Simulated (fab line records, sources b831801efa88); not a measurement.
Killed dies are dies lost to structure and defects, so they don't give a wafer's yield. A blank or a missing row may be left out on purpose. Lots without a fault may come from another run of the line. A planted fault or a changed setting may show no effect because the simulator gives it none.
A struck lot beside a sound one | flow sky130 | 14 steps out of a route of 708
Sound: wafers L590.1, L590.2, L590.4. Struck: wafers L593.2, L593.3, L593.4. The cause comes at the end.
At each step with rows: each side's tool, then ch and its chambers, then its first start. Under that, the readings that differ: sound wafers | struck wafers | difference of the means | sigmas: that difference in standard deviations of wafers without a fault.
alike: readings whose means differ by less than 2 such deviations, and words and numbers that are the same on both sides. not compared: withheld readings, readings that some wafer has no value for, bounds like >300 that may hide the same value, and numbers for which the record gives no deviation and whose values overlap.
The two part at a step that has a row with sigmas, a row that says differs or no value, or rows on one side only. Numbers that don't overlap but have no deviation are shown without sigmas and don't part them. A reading that every wafer of one side lacks parts them only if that side has two wafers or more.

SKY_SD_N_RS_MEAS_18: measures by four-point-probe.
  sound on film_metro-03, day 28 08:05; struck on film_metro-04, day 29 09:49
  alike: RES_XHIGH_RS
then, 2 steps without rows for these wafers: SKY_SALICIDE_CLEAN_00 (cleans in HF-last, time 30 s); SKY_LI_CONTACT_HDPCVD_00 (deposits PSG, target thk 930 nm, time 155 s).
SKY_LI_CONTACT_THK_MEAS_01:
  sound on film_metro-02, day 28 08:20; struck on film_metro-04, day 29 10:02
  reading                    | sound       | struck      | difference | sigmas
  LI_CONTACT_HDPCVD_THK (nm) | 945 933 947 | 916 908 909 | -31        | -2
SKY_LI_CONTACT_CMP_02: polishes PSG.
  sound on cmp-01 ch 1,2,3, day 28 08:26; struck on cmp-01 ch 0,1,3, day 29 10:08
  alike: motor_current_A, slurry_filter_dp_kPa, time_to_endpoint_s
SKY_LI_CONTACT_BOW_MEAS_03:
  sound on film_metro-04, day 28 08:41; struck on film_metro-04, day 29 10:25
  alike: LI_CONTACT_BOW
then, 6 steps without rows for these wafers: SKY_LI_CONTACT_DEHYDRATE_04 (time 60 s); SKY_LI_CONTACT_HMDS_05 (prime time 60 s); SKY_LI_CONTACT_COAT_06 (resist thk 60 nm); SKY_LI_CONTACT_COAT_07 (resist thk 450 nm); SKY_LI_CONTACT_SOFTBAKE_08 (time 90 s); SKY_LI_CONTACT_EXPOSE_09 (exposes mask LICM1, target cd 170 nm).
SKY_LI_CONTACT_PEB_10:
  sound on litho_track-01 ch 0, day 29 12:00; struck on litho_track-02, day 30 14:00
  reading         | sound          | struck | difference                    | sigmas
  exhaust_pa (Pa) | 43.7 43.5 44.4 | - - -  | no value on the struck wafers |
  not compared: chill_plate_temp_C
then, 1 step without rows for these wafers: SKY_LI_CONTACT_DEVELOP_11 (develop time 60 s).

WHERE THEY PART
First at SKY_LI_CONTACT_THK_MEAS_01; last, within this record, at SKY_LI_CONTACT_PEB_10.

WHY: what the simulator had put in
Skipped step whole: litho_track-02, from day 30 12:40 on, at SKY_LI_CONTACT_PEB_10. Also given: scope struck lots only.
